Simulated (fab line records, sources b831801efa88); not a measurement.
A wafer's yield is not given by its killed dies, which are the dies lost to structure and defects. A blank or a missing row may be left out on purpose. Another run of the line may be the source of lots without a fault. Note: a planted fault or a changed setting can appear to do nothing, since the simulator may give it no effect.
fab line records -- flow sky130
record lots=5, wafers=15, last-day=49
route steps=708 shown PAD_OPEN@694
lots untouched by any fault: they come from a run of this same line in which no faults occurred
start-h: start of the lot's first displayed wafer, in hours after the record's first day -- wait-h: time in hours since the lot's previous step -- " unchanged from the row above -- L1.1+2: several wafers, shown together as one row -- - value missing, or start not given -- * or withheld: withheld -- < > ~ a bound
route shown NAME@n: a module of which the file shows steps, and the number in the route of the first -- usual: average and standard deviation across the fault-free wafers -- same: alike in all rows -- chamber/n: place in a boat -- sites: each site's reading -- _std_site: the standard deviation of these -- _edge_site: mean of outer sites minus mean of inner sites -- radius-mm: how far each site lies from the wafer's centre -- mask NAME#n: copy n -- behind: the tool/chamber that last shaped the wafer -- hold: why the lot went on hold/how many hours it stayed there/how the hold came to an end -- device: transistor that didn't switch, given as n, p or np -- end of line: tests run on the same wafers once the route is complete -- where a step has no rows: the recipe by itself -- killed: dies lost to structure and defects at the first sort, not the wafer's yield -- map: per-die view of a wafer (x killed, . not killed, _ where there is no die)
set.NAME: the run value of the setting; set.NAME@STEP: its run value at that earlier step -- model.NAME: the simulator's own value behind a step, which no gauge read
certain route steps with their lots: each step a table, each wafer a row
services: from which hour (start-h, from the record's first day; less than 0 if before it) a tool's chamber was out of use, for how many hours, and why
## steps
# step SKY_PAD_OPEN_DEHYDRATE_00
# recipe temp-c=200, time-s=60
# usual heater-power-total-W=160.38/0.12
# same time-s=60
lot.wafer,tool,chamber,start-h,wait-h,heater-power-total-W
L077.1,litho-track-03,0,1083.54,10.0,160.47
L077.3,litho-track-03,0,1083.54,10.0,160.49
L077.6,litho-track-03,0,1083.54,10.0,160.49
L079.1,litho-track-03,0,1089.69,9.3,160.34
L079.2,litho-track-03,0,1089.69,9.3,160.24
L079.6,litho-track-03,0,1089.69,9.3,160.21
L082.1,litho-track-02,0,1111.13,9.0,160.37
L082.2,litho-track-02,0,1111.13,9.0,160.46
L082.4,litho-track-02,0,1111.13,9.0,160.47
L086.2,litho-track-03,0,1131.86,8.8,160.27
L086.3,litho-track-03,0,1131.86,8.8,160.32
L086.4,litho-track-03,0,1131.86,8.8,160.21
L092.2,litho-track-01,0,1165.06,8.4,160.40
L092.4,litho-track-01,0,1165.06,8.4,160.37
L092.6,litho-track-01,0,1165.06,8.4,160.43
# step SKY_PAD_OPEN_HMDS_01
# recipe prime-time-s=60, prime-temp-c=120
lot.wafer,tool,chamber,start-h,wait-h
L077.1+3+6,litho-track-03,0,1083.69,0.1
L079.1+2+6,litho-track-03,0,1089.84,0.1
L082.1+2+4,litho-track-02,0,1111.28,0.1
L086.2+3+4,litho-track-03,0,1132.01,0.1
L092.2+4+6,litho-track-01,0,1165.21,0.1
# step SKY_PAD_OPEN_COAT_02
# recipe spin-rpm=2000, resist-thk-nm=3000
lot.wafer,tool,chamber,start-h,wait-h
L077.1+3+6,litho-track-03,0,1083.84,0.1
L079.1+2+6,litho-track-03,0,1089.99,0.1
L082.1+2+4,litho-track-02,0,1111.43,0.1
L086.2+3+4,litho-track-03,0,1132.16,0.1
L092.2+4+6,litho-track-01,0,1165.36,0.1
# step SKY_PAD_OPEN_SOFTBAKE_03
# recipe temp-c=110, time-s=withheld
# usual heater-power-total-W=65.31/0.13
lot.wafer,tool,chamber,start-h,wait-h,heater-power-total-W
L077.1,litho-track-03,0,1083.99,0.1,65.48
L077.3,litho-track-03,0,1083.99,0.1,65.16
L077.6,litho-track-03,0,1083.99,0.1,65.52
L079.1,litho-track-03,0,1090.14,0.1,65.14
L079.2,litho-track-03,0,1090.14,0.1,65.24
L079.6,litho-track-03,0,1090.14,0.1,65.43
L082.1,litho-track-02,0,1111.58,0.1,65.08
L082.2,litho-track-02,0,1111.58,0.1,65.37
L082.4,litho-track-02,0,1111.58,0.1,65.33
L086.2,litho-track-03,0,1132.32,0.1,65.10
L086.3,litho-track-03,0,1132.32,0.1,65.59
L086.4,litho-track-03,0,1132.32,0.1,65.35
L092.2,litho-track-01,0,1165.52,0.1,65.11
L092.4,litho-track-01,0,1165.52,0.1,65.40
L092.6,litho-track-01,0,1165.52,0.1,65.23
# step SKY_PAD_OPEN_EXPOSE_04
# recipe mask-id=PDM, target-cd-nm=60000, na=0.57, dose-mj=260
lot.wafer,tool,chamber,start-h,wait-h,mask
L077.1+3+6,iline-stepper-01,0,-,-,PDM#0
L079.1+2+6,iline-stepper-02,0,-,-,PDM#0
L082.1+2+4,iline-stepper-01,0,-,-,PDM#0
L086.2+3+4,iline-stepper-01,0,-,-,PDM#0
L092.2+4+6,iline-stepper-02,0,-,-,PDM#0
# step SKY_PAD_OPEN_PEB_05
# recipe temp-c=115, time-s=withheld
# usual heater-power-total-W=69.37/0.13
lot.wafer,tool,chamber,start-h,wait-h,heater-power-total-W
L077.1,litho-track-02,0,-,-,69.50
L077.3,litho-track-02,0,-,-,69.46
L077.6,litho-track-02,0,-,-,69.44
L079.1,litho-track-01,0,-,-,69.50
L079.2,litho-track-01,0,-,-,69.22
L079.6,litho-track-01,0,-,-,69.28
L082.1,litho-track-02,0,-,-,69.52
L082.2,litho-track-02,0,-,-,69.29
L082.4,litho-track-02,0,-,-,69.47
L086.2,litho-track-02,0,-,-,69.44
L086.3,litho-track-02,0,-,-,69.47
L086.4,litho-track-02,0,-,-,69.26
L092.2,litho-track-01,0,-,-,69.42
L092.4,litho-track-01,0,-,-,69.08
L092.6,litho-track-01,0,-,-,69.50
# step SKY_PAD_OPEN_DEVELOP_06
# recipe develop-time-s=60, dev-temp-c=23
lot.wafer,tool,chamber,start-h,wait-h
L077.1+3+6,litho-track-02,0,-,-
L079.1+2+6,litho-track-01,0,-,-
L082.1+2+4,litho-track-02,0,-,-
L086.2+3+4,litho-track-02,0,-,-
L092.2+4+6,litho-track-01,0,-,-
# step SKY_PAD_OPEN_ETCH_07
# recipe chemistry=CF4/O2, target-depth-nm=725, stop-on=AlCu, source-w=800, bias-w=145.7, pressure-mtorr=150, cf4-flow-sccm=80, O2_flow_sccm=10, time-s=161.1
# usual drypump-motor-current-A=5.7/0.48, oes-product-au=0.973/0.0068, throttle-valve-pct=5.964/0.0082
# same time-s=161.1
lot.wafer,tool,chamber,start-h,wait-h,drypump-motor-current-A,oes-product-au,rf-hours-counter-h,throttle-valve-pct
L077.1,rie-diel-01,3,1093.93,-,5.2,0.974,15,5.963
L077.3,rie-diel-01,0,1093.93,-,5.5,0.969,24,5.963
L077.6,rie-diel-01,2,1093.93,-,5.8,0.973,-,5.969
L079.1,rie-diel-01,1,1101.13,-,5.6,0.978,2,5.963
L079.2,rie-diel-01,0,1101.13,-,5.4,0.962,24,5.961
L079.6,rie-diel-01,3,1101.13,-,5.3,0.981,-,5.972
L082.1,rie-diel-01,0,1121.63,-,5.4,0.963,25,5.960
L082.2,rie-diel-01,2,1121.63,-,5.8,0.968,29,5.964
L082.4,rie-diel-01,3,1121.63,-,5.3,0.974,16,5.961
L086.2,rie-diel-04,1,1141.78,-,6.3,0.958,24,5.961
L086.3,rie-diel-04,3,1141.78,-,6.1,0.970,20,5.954
L086.4,rie-diel-04,2,1141.78,-,6.4,0.975,22,5.969
L092.2,rie-diel-01,3,1173.73,-,5.2,0.954,18,5.961
L092.4,rie-diel-01,0,1173.73,-,5.4,0.975,27,5.964
L092.6,rie-diel-01,1,1173.73,-,5.6,0.971,-,5.944
# step SKY_PAD_OPEN_STRIP_08
# recipe chemistry=O2/N2, power-w=1400, pressure-mtorr=1500, platen-temp-c=withheld, overash-fraction=0.7, o2-flow-sccm=3000, n2-flow-sccm=300
# usual drypump-motor-current-A=5.8/0.41, oes-product-au=0.663/0.0044, strip-time-to-endpoint-s=37.08/0.11
lot.wafer,tool,chamber,start-h,wait-h,drypump-motor-current-A,oes-product-au,rf-hours-counter-h,strip-time-to-endpoint-s
L077.1,plasma-asher-01,1,1094.04,0.1,6.1,0.661,93,36.87
L077.3,plasma-asher-01,0,1094.04,0.1,5.7,0.658,-,37.00
L077.6,plasma-asher-01,0,1094.04,0.1,5.7,0.660,-,37.03
L079.1,plasma-asher-01,1,1101.24,0.1,6.1,0.668,94,37.24
L079.2,plasma-asher-01,0,1101.24,0.1,5.7,0.664,94,37.24
L079.6,plasma-asher-01,1,1101.24,0.1,6.1,0.661,-,37.17
L082.1,plasma-asher-03,0,1121.74,0.1,5.2,0.670,67,37.31
L082.2,plasma-asher-03,1,1121.74,0.1,5.7,0.657,67,37.19
L082.4,plasma-asher-03,0,1121.74,0.1,5.2,0.669,-,37.19
L086.2,plasma-asher-01,0,1141.89,0.1,5.7,0.671,98,36.95
L086.3,plasma-asher-01,1,1141.89,0.1,6.1,0.656,-,37.01
L086.4,plasma-asher-01,0,1141.89,0.1,5.7,0.663,-,37.02
L092.2,plasma-asher-03,0,1173.84,0.1,5.2,0.662,73,37.11
L092.4,plasma-asher-03,0,1173.84,0.1,5.2,0.670,-,37.09
L092.6,plasma-asher-03,1,1173.84,0.1,5.7,0.659,-,36.96
# step SKY_PAD_OPEN_STRIP_09
# recipe chemistry=post-etch-residue-remover, time-s=1200, temp-c=72.5
# usual bath-heat-duty-pct=14.5/1.5
# same time-s=1200
lot.wafer,tool,chamber,start-h,wait-h,bath-heat-duty-pct
L077.1,wet-bench-02,0,1094.14,0.1,14.8
L077.3,wet-bench-02,0,1094.14,0.1,14.8
L077.6,wet-bench-02,0,1094.14,0.1,14.4
L079.1,wet-bench-01,2,1101.34,0.1,17.2
L079.2,wet-bench-01,2,1101.34,0.1,17.5
L079.6,wet-bench-01,2,1101.34,0.1,17.5
L082.1,wet-bench-01,1,1121.84,0.1,12.9
L082.2,wet-bench-01,1,1121.84,0.1,11.5
L082.4,wet-bench-01,1,1121.84,0.1,12.3
L086.2,wet-bench-01,0,1141.99,0.1,14.9
L086.3,wet-bench-01,0,1141.99,0.1,16.1
L086.4,wet-bench-01,0,1141.99,0.1,14.8
L092.2,wet-bench-01,0,1173.97,0.1,15.2
L092.4,wet-bench-01,0,1173.97,0.1,16.4
L092.6,wet-bench-01,0,1173.97,0.1,15.8
# step SKY_PAD_OPEN_CLEAN_10
# recipe chemistry=IPA, time-s=180, temp-c=25
# usual bath-heat-duty-pct=6.5/0.74
# same time-s=180
lot.wafer,tool,chamber,start-h,wait-h,bath-heat-duty-pct
L077.1,wet-bench-04,1,1094.50,0.0,7.5
L077.3,wet-bench-04,1,1094.50,0.0,6.7
L077.6,wet-bench-04,1,1094.50,0.0,6.4
L079.1,wet-bench-01,3,1101.68,0.0,6.9
L079.2,wet-bench-01,3,1101.68,0.0,5.6
L079.6,wet-bench-01,3,1101.68,0.0,6.8
L082.1,wet-bench-01,0,1122.18,0.0,6.4
L082.2,wet-bench-01,0,1122.18,0.0,6.7
L082.4,wet-bench-01,0,1122.18,0.0,5.5
L086.2,wet-bench-02,0,1142.45,0.1,7.2
L086.3,wet-bench-02,0,1142.45,0.1,6.1
L086.4,wet-bench-02,0,1142.45,0.1,5.8
L092.2,wet-bench-02,2,1174.49,0.1,5.3
L092.4,wet-bench-02,2,1174.49,0.1,5.8
L092.6,wet-bench-02,2,1174.49,0.1,4.7
# step SKY_PAD_OPEN_CLEAN_11
# recipe chemistry=O3/DIW, dry=n2-spin
lot.wafer,tool,chamber,start-h,wait-h
L077.1+3+6,wet-bench-01,2,1094.56,0.0
L079.1+2+6,wet-bench-02,2,1101.74,0.0
L082.1+2+4,wet-bench-01,1,1122.24,0.0
L086.2+3+4,wet-bench-02,1,1142.57,0.1
L092.2+4+6,wet-bench-02,0,1174.61,0.1
# step SKY_PAD_OPEN_ANNEAL_12
# recipe temp-c=400, time-s=withheld, ambient=N2/H2, idle-temp-c=300, ramp-up-c-per-min=8, ramp-down-c-per-min=4
# usual spike-tc-upper-C=399.7/1
lot.wafer,tool,chamber,start-h,wait-h,spike-tc-upper-C
L077.1,furnace-01,0,1094.66,0.0,396.9
L077.3,furnace-01,0,1094.66,0.0,401.8
L077.6,furnace-01,0,1094.66,0.0,398.4
L079.1,furnace-01,0,1101.83,0.0,400.6
L079.2,furnace-01,0,1101.83,0.0,399.1
L079.6,furnace-01,0,1101.83,0.0,400.7
L082.1,furnace-01,0,1122.33,0.0,400.4
L082.2,furnace-01,0,1122.33,0.0,400.6
L082.4,furnace-01,0,1122.33,0.0,398.8
L086.2,furnace-02,0,1142.66,0.0,400.1
L086.3,furnace-02,0,1142.66,0.0,399.9
L086.4,furnace-02,0,1142.66,0.0,399.5
L092.2,furnace-01,0,1174.70,0.0,399.5
L092.4,furnace-01,0,1174.70,0.0,399.9
L092.6,furnace-01,0,1174.70,0.0,401.0
# step SKY_PAD_OPEN_BOW_MEAS_13
# recipe mode=bow
# usual PAD_OPEN_BOW=47/10
lot.wafer,tool,chamber,start-h,wait-h,PAD_OPEN_BOW[um]
L077.1,film-metro-01,-,1096.16,-,49
L077.3,film-metro-01,-,1096.16,-,45
L077.6,film-metro-01,-,1096.16,-,65
L079.1,film-metro-03,-,1103.33,-,59
L079.2,film-metro-03,-,1103.33,-,63
L079.6,film-metro-03,-,1103.33,-,49
L082.1,film-metro-04,-,1123.83,-,59
L082.2,film-metro-04,-,1123.83,-,49
L082.4,film-metro-04,-,1123.83,-,47
L086.2,film-metro-01,-,1144.18,-,41
L086.3,film-metro-01,-,1144.18,-,40
L086.4,film-metro-01,-,1144.18,-,42
L092.2,film-metro-03,-,1176.22,-,49
L092.4,film-metro-03,-,1176.22,-,52
L092.6,film-metro-03,-,1176.22,-,44
# step SKY_PAD_OPEN_PROBE_99
# usual defect-limited-yield=82.2/1.9, killed_at_M0_to_M3=43/6.3, killed_at_M4_up=3.3/1.7, killed-at-contacts=24/5.4, killed-at-front-end=16/4.6, killed-at-other=0.4/0.7, killed-dies=87/9.4, killed-open=47/6.9, killed-short=39/6.1, sort_bin_3_pad_short=0.9/0.45, sort_bin_5_function=10.6/1.5, sort_bin_6_memory=6.3/1.2, sort-n-pass=405/9.4, sort-yield-pct=82.2/1.9
# same gross-dies=492, killed-at-back-side=0, sort_bin_4_leakage[%]=0, sort_bin_8_speed[%]=0
lot.wafer,tool,chamber,start-h,wait-h,defect-limited-yield[%],killed_at_M0_to_M3,killed_at_M4_up,killed-at-contacts,killed-at-front-end,killed-at-other,killed-dies,killed-open,killed-short,sort_bin_3_pad_short[%],sort_bin_5_function[%],sort_bin_6_memory[%],sort-n-pass,sort-yield-pct[%]
L079.1,prober-02,-,1103.45,0.1,82.7,49,8,14,14,0,85,39,44,0.6,11.8,4.9,407,82.7
L079.2,prober-02,-,1103.50,0.1,81.1,41,2,25,24,1,93,54,39,0.8,12.4,5.7,399,81.1
L079.6,prober-02,-,1103.70,0.2,84.1,40,5,24,9,0,78,40,38,0.4,10.0,5.5,414,84.1
# killed by level:class
L079.1 METAL1:geometric-particle:short=11 VIA1:geometric-particle:open=10 METAL2:geometric-particle:short=7 LI_CONTACT:geometric-particle:open=5 VIA1:geometric-particle:short=5 CONTACT:geometric-particle:short=5 FIELD_ISO:geometric-particle:open=4 VIA3:geometric-particle:open=4
L079.2 CONTACT:geometric-particle:open=12 VIA1:geometric-particle:open=9 METAL1:geometric-particle:short=8 VIA2:geometric-particle:open=8 FIELD_ISO:geometric-particle:open=7 LI_CONTACT:geometric-particle:open=7 FIELD_ISO:geometric-particle:short=5 POLY_GATE:geometric-particle:short=5
L079.6 VIA1:geometric-particle:open=10 LI_CONTACT:geometric-particle:open=9 CONTACT:geometric-particle:open=7 METAL2:geometric-particle:short=7 METAL1:geometric-particle:short=6 FIELD_ISO:geometric-particle:short=5 METAL4:geometric-particle:short=5 VIA3:geometric-particle:open=4
## services
tool,chamber,start-h,hours,kind
iline-stepper-02,0,1068.50,-,calibration
rie-diel-04,2,1070.10,5.7,repair
furnace-01,-,1072.10,4.0,pm
iline-stepper-01,-,1079.99,1.1,repair
furnace-02,-,1081.48,3.8,pm
plasma-asher-01,-,1095.92,1.5,repair
rie-diel-04,0,1097.06,7.5,repair
## key
fault none
